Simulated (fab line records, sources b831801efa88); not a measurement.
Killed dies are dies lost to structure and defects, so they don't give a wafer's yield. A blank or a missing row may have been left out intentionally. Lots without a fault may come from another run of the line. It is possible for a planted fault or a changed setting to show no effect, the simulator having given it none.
Comparing a struck lot with a sound one    flow sky130    44 out of 708 route steps
Sound: wafers L480.1, L480.2, L480.6. Struck: wafer L490.4. (L490.2, L490.6 of the same lot were not struck and are left out.) The cause comes at the end.
At each step with rows: each side's tool, then ch and its chambers, then its first start. Under that, the readings that differ: sound wafers    struck wafers    difference of the means    sigmas: that difference in standard deviations of wafers without a fault.
alike: a reading whose means differ by less than 2 such deviations, as well as words and numbers matching on both sides. not compared: withheld readings; readings where some wafer has no value; bounds like >300 that might hide an equal value; numbers whose values overlap and for which the record gives no deviation.
The two part at a step that has a row with sigmas, a row that says differs or no value, or rows on one side only. Numbers that don't overlap but have no deviation are shown without sigmas and don't part them. A reading that every wafer of one side lacks parts them only if that side has two wafers or more.

first, 5 steps without rows for these wafers: SKY_VIA3_ETCH_15 (etches SiO2 in C4F8/O2/Ar, stops on TiN, target depth 507 nm, time 78 s); SKY_VIA3_STRIP_16 (strips in O2/N2); SKY_VIA3_STRIP_17 (strips in post etch residue remover, time 1200 s); SKY_VIA3_CLEAN_18 (cleans in IPA, time 180 s); SKY_VIA3_CLEAN_19 (cleans in O3/DIW).
SKY_VIA3_SPUTTER_20: material TiN, target thk 20 nm, time 80 s.
  struck on pvdSputter-03, day 43 03:09; sound on pvdSputter-04, day 40 18:52
  alike: cathodeDcPowerW, throttleValvePct
SKY_VIA3_CVD_21: deposits W, target thk 390 nm, time 117.31 s.
  sound on cvdW-01 ch 0,1, day 40 18:56; struck on cvdW-01 ch 1, day 43 03:13
  alike: heaterPowerW
SKY_VIA3_RS_MEAS_22: uses a four-point probe to measure.
  struck on filmMetro-02, day 43 03:22; sound on filmMetro-03, day 40 19:04
  alike: VIA3_W_RS
SKY_VIA3_THK_MEAS_23: measures by xrf.
  struck on filmMetro-02, day 43 03:28; sound on filmMetro-03, day 40 19:11
  alike: VIA3_W_THK
then, 1 step without rows for these wafers: SKY_VIA3_CMP_24 (polishes, stops on SiO2, t overpolish 20 s, target thk 0 nm).
SKY_METAL4_SPUTTER_00: material Ti, target thk 15 nm, time 10 s.
  struck on pvdSputter-02, day 43 03:49; sound on pvdSputter-01, day 40 19:32
  alike: cathodeDcPowerW, throttleValvePct
then, 1 step without rows for these wafers: SKY_METAL4_SPUTTER_01 (material TiN, target thk 20 nm, time 16.7 s).
SKY_METAL4_SPUTTER_02: material AlCu, target thk 735 nm, time 39.1 s.
  struck on pvdSputter-02, day 43 03:52; sound on pvdSputter-01, day 40 19:35
reading                                     sound            struck  difference  sigmas
model.AlCu_of_METAL4_SPUTTER_02.thkNm (nm)  739 737.5 737.3  902.8   +164.9      
  alike: cathodeDcPowerW, throttleValvePct
SKY_METAL4_SPUTTER_03: material Ti, target thk 5 nm, time 3.3 s.
  struck on pvdSputter-02, day 43 03:55; sound on pvdSputter-01, day 40 19:37
  alike: cathodeDcPowerW, throttleValvePct
SKY_METAL4_SPUTTER_04: material TiN, target thk 70 nm, time 58.3 s.
  struck on pvdSputter-02, day 43 03:56; sound on pvdSputter-01, day 40 19:38
  alike: cathodeDcPowerW, throttleValvePct
then, 1 step without rows for these wafers: SKY_CAP2M_CVD_00 (deposits SiO2, target thk 15.5 nm).
SKY_CAP2M_THK_MEAS_01:
  struck on filmMetro-04, day 43 04:01; sound on filmMetro-02, day 40 19:43
  alike: CAP2M_CVD_00_THK
then, 1 step without rows for these wafers: SKY_CAP2M_SPUTTER_02 (material TiN, target thk 200 nm, time 166.7 s).
SKY_CAP2M_RS_MEAS_03: uses a four-point probe to measure.
  struck on filmMetro-02, day 43 04:11; sound on filmMetro-01, day 40 19:53
reading                sound           struck  difference  sigmas
CAP2M_TIN_RS (ohm/sq)  6.79 6.77 6.84  6.98    +0.18       +3
SKY_CAP2M_THK_MEAS_04: measures by xrf.
  struck on filmMetro-02, day 43 04:18; sound on filmMetro-01, day 40 20:00
reading             sound              struck  difference  sigmas
CAP2M_TIN_THK (nm)  204.5 206.1 204.3  199.6   -5.4        -3
then, 7 steps without rows for these wafers: SKY_CAP2M_DEHYDRATE_05 (time 60 s); SKY_CAP2M_HMDS_06 (prime time 60 s); SKY_CAP2M_COAT_07 (resist thk 1140 nm); SKY_CAP2M_SOFTBAKE_08 (time 60 s); SKY_CAP2M_EXPOSE_09 (exposes mask CAP2M, target cd 1000 nm); SKY_CAP2M_PEB_10; SKY_CAP2M_DEVELOP_11 (develop time 60 s).
SKY_CAP2M_OVL_MEAS_12:
  struck on overlay-01, day 44 02:52; sound on overlay-01, day 41 18:53
  alike: CAP2M_OVL
then, 13 steps without rows for these wafers: SKY_CAP2M_METAL_ETCH_13 (etches TiN in Cl2/BCl3, stops on SiO2, target depth 220 nm, time 62.9 s); SKY_CAP2M_STRIP_14 (strips in O2/N2); SKY_CAP2M_STRIP_15 (strips in post etch residue remover, time 1200 s); SKY_CAP2M_CLEAN_16 (cleans in IPA, time 180 s); SKY_CAP2M_CLEAN_17 (cleans in O3/DIW); SKY_METAL4_DEHYDRATE_05 (time 60 s); SKY_METAL4_HMDS_06 (prime time 60 s); SKY_METAL4_COAT_07 (resist thk 60 nm); SKY_METAL4_COAT_08 (resist thk 1140 nm); SKY_METAL4_SOFTBAKE_09 (time 90 s); SKY_METAL4_EXPOSE_10 (exposes mask MM4, target cd 300 nm); SKY_METAL4_PEB_11; SKY_METAL4_DEVELOP_12 (develop time 60 s).
SKY_METAL4_CD_MEAS_13: target cd 300 nm.
  struck on cdSem-01, day 45 02:28; sound on cdSem-02, day 42 18:50
  alike: cdNm
SKY_METAL4_METAL_ETCH_18: etches the open film in Cl2/BCl3, stops on SiO2, target depth 845 nm, time 183.1 s.
  sound on rieMetal-01 ch 0,1, day 42 19:08; struck on rieMetal-01 ch 1, day 45 02:45
reading              sound              struck  difference  sigmas
mfcCl2Sccm (sccm)    59.78 59.72 59.79  60.24   +0.48       +3
oesProductAu (a.u.)  0.869 0.860 0.850  0.966   +0.106      +18
  alike: drypumpMotorCurrentA, throttleValvePct
  not compared: rfHoursCounterH
-- the record jumps here: 4 days lie between the struck wafers' starts before and after (it left off in module METAL4 and takes up again in module PAD_OPEN, whose first step shown is number 708 of the route) --
SKY_PAD_OPEN_PROBE_99:
  struck on prober-02, day 48 18:15; sound on prober-01, day 46 19:08
reading                            sound                    struck   difference  sigmas
model.etest.met4Comb.leakLog10AUm  -12.13 -11.83 -11.93     -10.56   +1.40       
model.etest.met4.lineOhmUm         0.1441 0.1388 0.1403     0.1163   -0.0248     
model.etest.met4.rsOhmSq           0.04232 0.04224 0.04255  0.03462  -0.00775    

WHERE THEY PART
At SKY_CAP2M_RS_MEAS_03 first; at SKY_METAL4_METAL_ETCH_18 last (within this record only).

WHY: what the simulator had put in
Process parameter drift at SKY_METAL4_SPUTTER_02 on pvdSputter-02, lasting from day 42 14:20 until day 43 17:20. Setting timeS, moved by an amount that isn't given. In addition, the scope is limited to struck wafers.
